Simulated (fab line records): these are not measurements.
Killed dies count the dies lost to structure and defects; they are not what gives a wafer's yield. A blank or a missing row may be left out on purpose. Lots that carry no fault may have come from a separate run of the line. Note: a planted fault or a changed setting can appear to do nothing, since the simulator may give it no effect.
fab line records -- flow sky130
[record] lots = 13, wafers = 39, last-day = 50
route steps=708 shown FIELD_ISO@3 NWELL@73 VT_ADJUST_HVTP@95
lots that met no fault: taken from a fault-free run of the same line
start-h: hours from the record's first day to the start of the lot's first wafer shown -- wait-h: hours since the lot's step before -- " the same as in the row above -- L1.1+2: a single row standing in for several wafers -- - value missing, or start not given -- * or withheld: withheld -- < > ~ a bound
route shown NAME@n: NAME is a module with steps in the file, n the number in the route of the first one -- usual: the fault-free wafers' mean and standard deviation -- same: alike in all rows -- chamber/n: place in a boat -- sites: per-site readings -- _std_site: standard deviation across them -- _edge_site: the outer-site mean with the inner-site mean subtracted -- radius-mm: how far each site lies from the wafer's centre -- mask NAME#n: copy n -- behind: tool/chamber where the wafer was last shaped -- hold: why the lot went on hold/how many hours it stayed there/how the hold came to an end -- device: the n, p or np transistor that did not switch -- end of line: the route-end tests of the same wafers -- a step given without rows: its recipe and nothing more -- killed: at the first sort, the dies lost to defects and structure; wafer yield is something else -- map: a wafer's dies, x killed, . not, _ none there
set.NAME: the setting the step ran with; set.NAME@STEP: the setting that earlier step ran with -- model.NAME: the simulator's own value behind a step, which no gauge read
steps of the route over a sample of lots; a table a step, a row a wafer
services: when a tool's chamber went out of use (start-h, in hours from the record's first day, below 0 if earlier), for how many hours, and the reason
[[steps]]
[step SKY_FIELD_ISO_THK_MEAS_02]
[recipe] reads = SiO2_of_FIELD_ISO_OXIDATION_01
[usual] FIELD_ISO_OXIDATION_00_THK = 12.05/0.2
lot.wafer,tool,chamber,start-h,wait-h,FIELD_ISO_OXIDATION_00_THK[nm]
L214.1,film-metro-02,-,12.62,0.0,11.74
L214.2,film-metro-02,-,12.62,0.0,11.71
L214.5,film-metro-02,-,12.62,0.0,12.07
L215.2,film-metro-03,-,16.64,0.0,12.32
L215.3,film-metro-03,-,16.64,0.0,12.13
L215.4,film-metro-03,-,16.64,0.0,12.18
L216.2,film-metro-02,-,21.64,0.0,11.66
L216.4,film-metro-02,-,21.64,0.0,11.82
L216.5,film-metro-02,-,21.64,0.0,12.01
L217.2,film-metro-02,-,28.99,0.0,12.11
L217.3,film-metro-02,-,28.99,0.0,11.94
L217.5,film-metro-02,-,28.99,0.0,12.06
L218.2,film-metro-03,-,32.33,0.0,12.03
L218.3,film-metro-03,-,32.33,0.0,11.97
L218.5,film-metro-03,-,32.33,0.0,12.05
L219.2,film-metro-02,-,36.64,0.0,12.34
L219.4,film-metro-02,-,36.64,0.0,12.06
L219.5,film-metro-02,-,36.64,0.0,12.21
L220.3,film-metro-02,-,41.65,0.0,12.00
L220.4,film-metro-02,-,41.65,0.0,11.97
L220.5,film-metro-02,-,41.65,0.0,12.11
L224.1,film-metro-03,-,61.63,0.0,12.24
L224.3,film-metro-03,-,61.63,0.0,12.12
L224.5,film-metro-03,-,61.63,0.0,12.00
L229.2,film-metro-03,-,86.92,0.0,12.23
L229.5,film-metro-03,-,86.92,0.0,12.38
L229.6,film-metro-03,-,86.92,0.0,12.30
L230.1,film-metro-03,-,92.48,0.0,12.16
L230.4,film-metro-03,-,92.48,0.0,12.01
L230.5,film-metro-03,-,92.48,0.0,11.92
L232.1,film-metro-02,-,102.32,0.0,11.91
L232.2,film-metro-02,-,102.32,0.0,11.84
L232.4,film-metro-02,-,102.32,0.0,11.98
L233.1,film-metro-01,-,107.11,0.0,11.71
L233.2,film-metro-01,-,107.11,0.0,11.74
L233.6,film-metro-01,-,107.11,0.0,11.74
L234.2,film-metro-03,-,111.64,0.0,12.14
L234.3,film-metro-03,-,111.64,0.0,12.35
L234.5,film-metro-03,-,111.64,0.0,12.17
[step SKY_FIELD_ISO_THK_MEAS_04]
[recipe] reads = Si3N4_of_FIELD_ISO_CVD_03
[usual] FIELD_ISO_CVD_03_THK = 165.9/1.6
lot.wafer,tool,chamber,start-h,wait-h,FIELD_ISO_CVD_03_THK[nm]
L214.1,film-metro-01,-,15.50,0.0,165.9
L214.2,film-metro-01,-,15.50,0.0,163.9
L214.5,film-metro-01,-,15.50,0.0,165.1
L215.2,film-metro-01,-,19.71,0.0,166.3
L215.3,film-metro-01,-,19.71,0.0,165.1
L215.4,film-metro-01,-,19.71,0.0,164.9
L216.2,film-metro-02,-,25.11,0.0,166.4
L216.4,film-metro-02,-,25.11,0.0,165.5
L216.5,film-metro-02,-,25.11,0.0,165.9
L217.2,film-metro-02,-,31.69,0.0,165.6
L217.3,film-metro-02,-,31.69,0.0,167.4
L217.5,film-metro-02,-,31.69,0.0,165.3
L218.2,film-metro-02,-,35.73,0.0,167.8
L218.3,film-metro-02,-,35.73,0.0,167.4
L218.5,film-metro-02,-,35.73,0.0,167.4
L219.2,film-metro-01,-,38.49,0.0,162.5
L219.4,film-metro-01,-,38.49,0.0,163.6
L219.5,film-metro-01,-,38.49,0.0,162.8
L220.3,film-metro-02,-,44.39,0.0,166.2
L220.4,film-metro-02,-,44.39,0.0,166.1
L220.5,film-metro-02,-,44.39,0.0,165.7
L224.1,film-metro-01,-,65.74,0.0,165.7
L224.3,film-metro-01,-,65.74,0.0,169.1
L224.5,film-metro-01,-,65.74,0.0,166.1
L229.2,film-metro-02,-,90.59,0.0,168.0
L229.5,film-metro-02,-,90.59,0.0,167.1
L229.6,film-metro-02,-,90.59,0.0,166.3
L230.1,film-metro-02,-,95.98,0.0,164.5
L230.4,film-metro-02,-,95.98,0.0,163.8
L230.5,film-metro-02,-,95.98,0.0,163.7
L232.1,film-metro-01,-,104.17,0.0,165.7
L232.2,film-metro-01,-,104.17,0.0,165.9
L232.4,film-metro-01,-,104.17,0.0,166.8
L233.1,film-metro-03,-,112.32,0.0,165.5
L233.2,film-metro-03,-,112.32,0.0,165.9
L233.6,film-metro-03,-,112.32,0.0,167.4
L234.2,film-metro-02,-,114.12,0.0,161.7
L234.3,film-metro-02,-,114.12,0.0,161.9
L234.5,film-metro-02,-,114.12,0.0,162.7
[step SKY_NWELL_EXPOSE_20]
[recipe] mask-id = NWM_COMPLEMENT, na = 0.6, source-shape = conventional, sigma-outer = 0.6, polarization = unpolarized, target-cd-nm = 840, dose-mj = 260
lot.wafer,tool,chamber,start-h,wait-h,mask
L214.1+2+5,iline-stepper-01,0,96.60,-,NWM_COMPLEMENT#0
L215.2+3+4,iline-stepper-01,0,102.15,-,NWM_COMPLEMENT#0
L216.2+4+5,iline-stepper-01,0,109.25,-,NWM_COMPLEMENT#0
L217.2+3+5,iline-stepper-02,0,117.63,-,NWM_COMPLEMENT#0
L219.2+4+5,iline-stepper-02,0,124.45,-,NWM_COMPLEMENT#0
L218.2+3+5,iline-stepper-02,0,124.69,-,NWM_COMPLEMENT#0
L220.3+4+5,iline-stepper-01,0,131.12,-,NWM_COMPLEMENT_R1#0
L224.1+3+5,iline-stepper-01,0,158.38,-,NWM_COMPLEMENT#0
L229.2+5+6,iline-stepper-01,0,186.78,-,NWM_COMPLEMENT#0
L230.1+4+5,iline-stepper-02,0,191.63,-,NWM_COMPLEMENT#0
L232.1+2+4,iline-stepper-01,0,203.28,-,NWM_COMPLEMENT#0
L233.1+2+6,iline-stepper-01,0,214.88,-,NWM_COMPLEMENT#0
L234.2+3+5,iline-stepper-02,0,215.67,-,NWM_COMPLEMENT#0
[step SKY_VT_ADJUST_HVTP_STRIP_10]
[recipe] chemistry = O2/N2, power-w = 1400, pressure-mtorr = 1500, platen-temp-c = withheld, o2-flow-sccm = 3000, n2-flow-sccm = 300, overash-fraction = 0.5
[usual] chamber-pressure-mTorr = 1500.0/1.5, drypump-motor-current-A = 5.8/0.34, oes-product-au = 0.716/0.0047, strip-time-to-endpoint-s = 14.19/0.036
lot.wafer,tool,chamber,start-h,wait-h,chamber-pressure-mTorr,drypump-motor-current-A,oes-product-au,rf-hours-counter-h,strip-time-to-endpoint-s
L214.1,plasma-asher-01,0,124.60,0.1,1500.4,6.3,0.710,41,14.14
L214.2,plasma-asher-01,1,124.60,0.1,1500.6,5.4,0.713,41,14.10
L214.5,plasma-asher-01,1,124.60,0.1,1499.4,5.4,0.719,-,14.11
L215.2,plasma-asher-02,0,130.89,0.1,1500.8,5.6,0.708,46,14.20
L215.3,plasma-asher-02,1,130.89,0.1,1499.4,5.8,0.711,-,14.20
L215.4,plasma-asher-02,0,130.89,0.1,1501.2,5.6,0.712,-,14.19
L216.2,plasma-asher-01,1,138.79,0.1,1501.6,5.4,0.716,42,14.21
L216.4,plasma-asher-01,1,138.79,0.1,1499.3,5.4,0.710,-,14.21
L216.5,plasma-asher-01,1,138.79,0.1,1495.8,5.4,0.719,-,14.17
L217.2,plasma-asher-01,0,146.45,0.1,1502.2,6.4,0.715,43,14.16
L217.3,plasma-asher-01,1,146.45,0.1,1500.4,5.4,0.722,-,14.19
L217.5,plasma-asher-01,1,146.45,0.1,1501.4,5.5,0.710,-,14.18
L219.2,plasma-asher-02,1,154.14,0.1,1498.5,5.8,0.716,48,14.16
L219.4,plasma-asher-02,0,154.14,0.1,1497.6,5.6,0.708,-,14.17
L219.5,plasma-asher-02,0,154.14,0.1,1502.0,5.6,0.718,-,14.12
L218.2,plasma-asher-01,0,154.50,0.1,1502.1,6.4,0.720,43,14.20
L218.3,plasma-asher-01,1,154.50,0.1,1498.7,5.4,0.713,-,14.23
L218.5,plasma-asher-01,0,154.50,0.1,1499.6,6.4,0.719,-,14.21
L220.3,plasma-asher-01,0,161.74,0.1,1501.6,6.4,0.712,-,14.19
L220.4,plasma-asher-01,1,161.74,0.1,1497.8,5.4,0.709,-,14.18
L220.5,plasma-asher-01,1,161.74,0.1,1498.4,5.4,0.711,-,14.20
L224.1,plasma-asher-01,0,190.84,0.1,1501.8,6.3,0.713,47,14.17
L224.3,plasma-asher-01,1,190.84,0.1,1500.5,5.4,0.719,-,14.17
L224.5,plasma-asher-01,1,190.84,0.1,1500.1,5.4,0.711,-,14.17
L229.2,plasma-asher-02,0,218.36,0.1,1499.9,5.6,0.719,55,14.17
L229.5,plasma-asher-02,1,218.36,0.1,1500.2,5.8,0.714,-,14.23
L229.6,plasma-asher-02,0,218.36,0.1,1502.0,5.5,0.711,-,14.22
L230.1,plasma-asher-01,1,224.36,0.1,1501.4,5.4,0.719,51,14.18
L230.4,plasma-asher-01,1,224.36,0.1,1500.6,5.4,0.709,-,14.18
L230.5,plasma-asher-01,0,224.36,0.1,1500.2,6.4,0.711,-,14.17
L232.1,plasma-asher-02,1,235.20,0.1,1499.0,5.8,0.716,58,14.18
L232.2,plasma-asher-02,0,235.20,0.1,1500.8,5.6,0.715,58,14.19
L232.4,plasma-asher-02,1,235.20,0.1,1499.9,5.8,0.719,-,14.17
L233.1,plasma-asher-04,1,249.46,0.1,1498.3,5.6,0.712,7,14.20
L233.2,plasma-asher-04,0,249.46,0.1,1499.9,6.0,0.711,7,14.14
L233.6,plasma-asher-04,1,249.46,0.1,1498.9,5.7,0.717,-,14.13
L234.2,plasma-asher-01,0,250.36,0.1,1500.5,6.4,0.716,54,14.20
L234.3,plasma-asher-01,1,250.36,0.1,1502.0,5.4,0.720,-,14.21
L234.5,plasma-asher-01,0,250.36,0.1,1499.1,6.3,0.709,-,14.22
[[services]]
tool,chamber,start-h,hours,kind
iline-stepper-02,0,90.40,-,calibration
plasma-asher-04,-,108.75,9.0,pm
plasma-asher-04,0,108.75,9.0,vent-cycle
plasma-asher-04,1,108.75,9.0,vent-cycle
plasma-asher-04,0,117.75,-,clean
plasma-asher-04,1,117.75,-,clean
iline-stepper-01,-,147.87,2.6,repair
iline-stepper-01,-,162.22,4.4,pm
iline-stepper-02,-,172.31,1.7,pm
iline-stepper-01,0,177.36,-,calibration
plasma-asher-04,-,187.45,57.9,repair
iline-stepper-02,-,206.47,8.9,pm
plasma-asher-01,-,206.61,5.0,repair
iline-stepper-01,-,229.51,1.7,pm
[[key]]
[first-sign] step = SKY_NWELL_EXPOSE_20, reading = mask, direction = changed
effect none on later readings
met-at SKY_NWELL_EXPOSE_20
struck-lots L220
sort-left-out L220.3,L220.4,L220.5
tester-left-out L220
not-acting-at SKY_FIELD_ISO_THK_MEAS_02,SKY_FIELD_ISO_THK_MEAS_04,SKY_VT_ADJUST_HVTP_STRIP_10
onset-between 109.25 131.12
[fault] kind = wrong-mask, tool = any, chamber = -, onset-h = 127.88, steps = SKY_NWELL_EXPOSE_20, aux-copy = NWM_COMPLEMENT_R1#0, cd-offset-nm = -168, scope = struck-lots-only
// tester-left-out: of these lots the tester's yield and bins aren't shown, on N5 and GAA mostly nor the transistor test; their killed dies are dies lost to structure and defects alone, not to doping, threshold or leakage, so they don't give the yield
// sort-left-out: the simulated sort isn't trusted on such a fault, so these wafers' sort isn't shown, and their yield isn't known
